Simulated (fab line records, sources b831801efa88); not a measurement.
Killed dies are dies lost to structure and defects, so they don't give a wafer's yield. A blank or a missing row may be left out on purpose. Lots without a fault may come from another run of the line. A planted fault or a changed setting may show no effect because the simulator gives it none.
A struck lot beside a sound one | flow sky130 | 15 steps out of a route of 708
Sound: wafers L617.1, L617.2, L617.6. Struck: wafers L625.4, L625.5, L625.6. The cause comes at the end.
At each step with rows: each side's tool, then ch and its chambers, then its first start. Under that, the readings that differ: sound wafers | struck wafers | difference of the means | sigmas: that difference in standard deviations of wafers without a fault.
alike: readings whose means differ by less than 2 such deviations, and words and numbers that are the same on both sides. not compared: withheld readings, readings that some wafer has no value for, bounds like >300 that may hide the same value, and numbers for which the record gives no deviation and whose values overlap.
The two part at a step that has a row with sigmas, a row that says differs or no value, or rows on one side only. Numbers that don't overlap but have no deviation are shown without sigmas and don't part them. A reading that every wafer of one side lacks parts them only if that side has two wafers or more.

SKY_NWELL_RS_MEAS_29: measures by four-point-probe.
  sound on film_metro-03, day 7 14:23; struck on film_metro-03, day 9 10:46
  alike: NWELL_RS
SKY_NWELL_RS_MEAS_31: measures by four-point-probe.
  sound on film_metro-03, day 7 14:38; struck on film_metro-03, day 9 11:00
  reading          | sound          | struck         | difference | sigmas
  PWDE_RS (ohm/sq) | 5335 5311 5329 | 5271 5276 5271 | -52        | -3
then, 7 steps without rows for these wafers: SKY_VT_ADJUST_HVTP_DEHYDRATE_00 (time 60 s); SKY_VT_ADJUST_HVTP_HMDS_01 (prime time 60 s); SKY_VT_ADJUST_HVTP_COAT_02 (resist thk 1140 nm); SKY_VT_ADJUST_HVTP_SOFTBAKE_03 (time 60 s); SKY_VT_ADJUST_HVTP_EXPOSE_04 (exposes mask HVTPM, target cd 380 nm); SKY_VT_ADJUST_HVTP_PEB_05; SKY_VT_ADJUST_HVTP_DEVELOP_06 (develop time 60 s).
SKY_VT_ADJUST_HVTP_CD_MEAS_07: target cd 380 nm.
  sound on cd_sem-01, day 8 10:11; struck on cd_sem-01, day 10 08:30
  reading    | sound             | struck            | difference | sigmas
  cd_nm (nm) | 383.2 383.6 380.7 | 377.6 377.2 377.9 | -4.9       | -2
SKY_VT_ADJUST_HVTP_OVL_MEAS_08:
  sound on overlay-01, day 8 10:19; struck on overlay-01, day 10 08:34
  reading                 | sound          | struck      | difference | sigmas
  VT_ADJUST_HVTP_OVL (nm) | -1.0 -2.8 -1.2 | 2.4 1.6 0.6 | +3.2       | +2
SKY_VT_ADJUST_HVTP_IMPLANT_09:
  sound on implanter-03 ch 0, day 8 10:21; struck on implanter-01 ch 0, day 10 08:40
  reading                   | sound             | struck            | difference | sigmas
  implant_ion_amu           | 75 75 75          | 49 49 49          | -26        |
  model.implant.rp_nm (nm)  | 84.67 84.67 84.67 | 113 113 113       | +28        |
  model.implant.drp_nm (nm) | 33.4 33.4 33.4    | 46.43 46.43 46.43 | +13.03     |
SKY_VT_ADJUST_HVTP_STRIP_10: strips in O2/N2.
  sound on plasma_asher-02 ch 0,1, day 8 10:30; struck on plasma_asher-03 ch 0,1, day 10 08:47
  alike: drypump_motor_current_A, oes_product_au, strip_time_to_endpoint_s
  not compared: rf_hours_counter_h
SKY_VT_ADJUST_HVTP_TW_MEAS_11:
  sound on film_metro-03, day 8 10:36; struck on film_metro-03, day 10 08:52
  reading           | sound          | struck      | difference | sigmas
  VT_ADJUST_HVTP_TW | 1342 1345 1342 | 762 761 761 | -582       | -34
then, 1 step without rows for these wafers: SKY_VT_ADJUST_LVTN_DEHYDRATE_00 (time 60 s).

WHERE THEY PART
First at SKY_NWELL_RS_MEAS_31; last, within this record, at SKY_VT_ADJUST_HVTP_TW_MEAS_11.

WHY: what the simulator had put in
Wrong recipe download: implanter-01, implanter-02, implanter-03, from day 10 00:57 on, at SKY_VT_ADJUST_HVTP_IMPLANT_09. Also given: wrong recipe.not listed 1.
